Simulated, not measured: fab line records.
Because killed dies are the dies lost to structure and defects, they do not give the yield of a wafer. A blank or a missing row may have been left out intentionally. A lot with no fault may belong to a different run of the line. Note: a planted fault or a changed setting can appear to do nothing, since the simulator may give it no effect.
Shared-tool check :: flow sky130 :: Lots sampled 11, wafers sampled 33

## REASON FOR OPENING
At SKY_LDD_LDN_TW_MEAS_13 the reading LDD_LDN_TW is flagged on 2 of 11 lots. No-fault wafers: 1480, standard deviation 13.
Rule: a lot is flagged in two cases, either no wafer of it has a number, or all its wafers with numbers fall more than 4 standard deviations from that mean. The other lots count as sound.

lot: L667
measured: day 23 05:25
on: film-metro-03
LDD_LDN_TW, wafer by wafer: 1474 1479 1480
flag: 

lot: L669
measured: day 24 02:29
on: film-metro-01
LDD_LDN_TW, wafer by wafer: 1457 1464 1468
flag: 

lot: L670
measured: day 24 09:34
on: film-metro-01
LDD_LDN_TW, wafer by wafer: 1469 1460 1465
flag: 

lot: L671
measured: day 24 13:32
on: film-metro-03
LDD_LDN_TW, wafer by wafer: 1492 1489 1495
flag: 

lot: L672
measured: day 25 15:05
on: film-metro-02
LDD_LDN_TW, wafer by wafer: 1496 1494 1494
flag: 

lot: L675
measured: day 26 12:50
on: film-metro-01
LDD_LDN_TW, wafer by wafer: 1464 1455 1468
flag: 

lot: L678
measured: day 26 23:13
on: film-metro-02
LDD_LDN_TW, wafer by wafer: 1563 1575 1572
flag: FLAGGED

lot: L679
measured: day 27 19:31
on: film-metro-03
LDD_LDN_TW, wafer by wafer: 1483 1482 1481
flag: 

lot: L680
measured: day 27 21:08
on: film-metro-03
LDD_LDN_TW, wafer by wafer: 1555 1551 1558
flag: FLAGGED

lot: L687
measured: day 30 05:38
on: film-metro-01
LDD_LDN_TW, wafer by wafer: 1470 1472 1462
flag: 

lot: L688
measured: day 30 09:02
on: film-metro-03
LDD_LDN_TW, wafer by wafer: 1493 1483 1484
flag: 
The numbers of the flagged lots are 1562 on average: +82 against the usual, or +6 standard deviations.

## WHICH TOOL RAN EACH LOT
The record holds 3 process steps before the reading, out of a route of 708 steps. Read each cell as the tool, then ch plus the chambers that the sampled wafers visited, then the start.
lot: L667
flag: 
SKY_POLY_GATE_ETCH_15: rie-diel-04 ch 0,2,3, day 16 16:46
SKY_LDD_LDN_IMPLANT_10: implanter-02 ch 0, day 23 05:01
SKY_LDD_LDN_STRIP_12: plasma-asher-02 ch 0,1, day 23 05:19

lot: L669
flag: 
SKY_POLY_GATE_ETCH_15: rie-diel-04 ch 0,1, day 17 11:26
SKY_LDD_LDN_IMPLANT_10: implanter-02 ch 0, day 24 02:05
SKY_LDD_LDN_STRIP_12: plasma-asher-02 ch 1, day 24 02:22

lot: L670
flag: 
SKY_POLY_GATE_ETCH_15: rie-diel-04 ch 0,1,2, day 17 20:53
SKY_LDD_LDN_IMPLANT_10: implanter-02 ch 0, day 24 09:10
SKY_LDD_LDN_STRIP_12: plasma-asher-03 ch 0,1, day 24 09:28

lot: L671
flag: 
SKY_POLY_GATE_ETCH_15: rie-diel-02 ch 0,2,3, day 17 23:14
SKY_LDD_LDN_IMPLANT_10: implanter-01 ch 0, day 24 13:10
SKY_LDD_LDN_STRIP_12: plasma-asher-01 ch 0,1, day 24 13:28

lot: L672
flag: 
SKY_POLY_GATE_ETCH_15: rie-diel-02 ch 0,1,3, day 19 00:37
SKY_LDD_LDN_IMPLANT_10: implanter-02 ch 0, day 25 14:43
SKY_LDD_LDN_STRIP_12: plasma-asher-03 ch 0,1, day 25 15:00

lot: L675
flag: 
SKY_POLY_GATE_ETCH_15: rie-diel-01 ch 0,1,2, day 20 02:40
SKY_LDD_LDN_IMPLANT_10: implanter-02 ch 0, day 26 12:28
SKY_LDD_LDN_STRIP_12: plasma-asher-01 ch 0,1, day 26 12:46

lot: L678
flag: FLAGGED
SKY_POLY_GATE_ETCH_15: rie-diel-04 ch 1,2, day 20 14:08
SKY_LDD_LDN_IMPLANT_10: implanter-02 ch 0, day 26 22:49
SKY_LDD_LDN_STRIP_12: plasma-asher-02 ch 0,1, day 26 23:07

lot: L679
flag: 
SKY_POLY_GATE_ETCH_15: rie-diel-02 ch 0,3, day 21 11:17
SKY_LDD_LDN_IMPLANT_10: implanter-03 ch 0, day 27 19:07
SKY_LDD_LDN_STRIP_12: plasma-asher-02 ch 0,1, day 27 19:25

lot: L680
flag: FLAGGED
SKY_POLY_GATE_ETCH_15: rie-diel-01 ch 2,3, day 21 13:20
SKY_LDD_LDN_IMPLANT_10: implanter-02 ch 0, day 27 20:46
SKY_LDD_LDN_STRIP_12: plasma-asher-01 ch 0,1, day 27 21:03

lot: L687
flag: 
SKY_POLY_GATE_ETCH_15: rie-diel-01 ch 0,1,2, day 24 03:08
SKY_LDD_LDN_IMPLANT_10: implanter-01 ch 0, day 30 05:15
SKY_LDD_LDN_STRIP_12: plasma-asher-01 ch 0,1, day 30 05:31

lot: L688
flag: 
SKY_POLY_GATE_ETCH_15: rie-diel-02 ch 1,2,3, day 24 05:41
SKY_LDD_LDN_IMPLANT_10: implanter-03 ch 0, day 30 08:40
SKY_LDD_LDN_STRIP_12: plasma-asher-03 ch 0,1, day 30 08:58
These steps, and what they do:
- SKY_POLY_GATE_ETCH_15: etches BARC in N2/H2, stops on SiO2, time 118.5 s, target depth 110 nm.
- SKY_LDD_LDN_IMPLANT_10
- SKY_LDD_LDN_STRIP_12: strips in O2/N2.
- SKY_LDD_LDN_TW_MEAS_13

## FLAGGED AGAINST TOTAL, ONE TOOL AT A TIME (gauges that did the reading follow at the end)
step: SKY_POLY_GATE_ETCH_15
tool: rie-diel-01
lots run: 3
flagged: 1
share of the flagged lots: some
sound lots run after its first flagged lot: 1 (L687)

step: SKY_POLY_GATE_ETCH_15
tool: rie-diel-02
lots run: 4
flagged: 0
share of the flagged lots: none
sound lots run after its first flagged lot: -

step: SKY_POLY_GATE_ETCH_15
tool: rie-diel-04
lots run: 4
flagged: 1
share of the flagged lots: some
sound lots run after its first flagged lot: 0

step: SKY_LDD_LDN_IMPLANT_10
tool: implanter-01
lots run: 2
flagged: 0
share of the flagged lots: none
sound lots run after its first flagged lot: -

step: SKY_LDD_LDN_IMPLANT_10
tool: implanter-02
lots run: 7
flagged: 2
share of the flagged lots: all
sound lots run after its first flagged lot: 0

step: SKY_LDD_LDN_IMPLANT_10
tool: implanter-03
lots run: 2
flagged: 0
share of the flagged lots: none
sound lots run after its first flagged lot: -

step: SKY_LDD_LDN_STRIP_12
tool: plasma-asher-01
lots run: 4
flagged: 1
share of the flagged lots: some
sound lots run after its first flagged lot: 1 (L687)

step: SKY_LDD_LDN_STRIP_12
tool: plasma-asher-02
lots run: 4
flagged: 1
share of the flagged lots: some
sound lots run after its first flagged lot: 1 (L679)

step: SKY_LDD_LDN_STRIP_12
tool: plasma-asher-03
lots run: 3
flagged: 0
share of the flagged lots: none
sound lots run after its first flagged lot: -

step: SKY_LDD_LDN_TW_MEAS_13
tool: film-metro-01
lots run: 4
flagged: 0
share of the flagged lots: none
sound lots run after its first flagged lot: -

step: SKY_LDD_LDN_TW_MEAS_13
tool: film-metro-02
lots run: 2
flagged: 1
share of the flagged lots: some
sound lots run after its first flagged lot: 0

step: SKY_LDD_LDN_TW_MEAS_13
tool: film-metro-03
lots run: 5
flagged: 1
share of the flagged lots: some
sound lots run after its first flagged lot: 1 (L688)

## WHAT IS ALLOWED BY THE TABLE
1 row of the table ran every flagged lot: implanter-02 at SKY_LDD_LDN_IMPLANT_10.
- implanter-02 at SKY_LDD_LDN_IMPLANT_10: 2 of its 7 lots flagged. A fault beginning between L675 (day 26 12:28), its last sound lot, and L678 (day 26 22:49), its first flagged one, fits the data. Its own readings (dose-ions-cm2, faraday-current-uA) fall more than 4 standard deviations out on all wafers of the flagged lots.
What remains is a single tool, implanter-02 at SKY_LDD_LDN_IMPLANT_10.

## WHAT THE SIMULATOR HAD INSERTED
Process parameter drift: implanter-02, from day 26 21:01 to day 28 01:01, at SKY_LDD_LDN_IMPLANT_10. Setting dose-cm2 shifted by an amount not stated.
Struck lots among those shown: L678, L680. This agrees with what the rule above found.
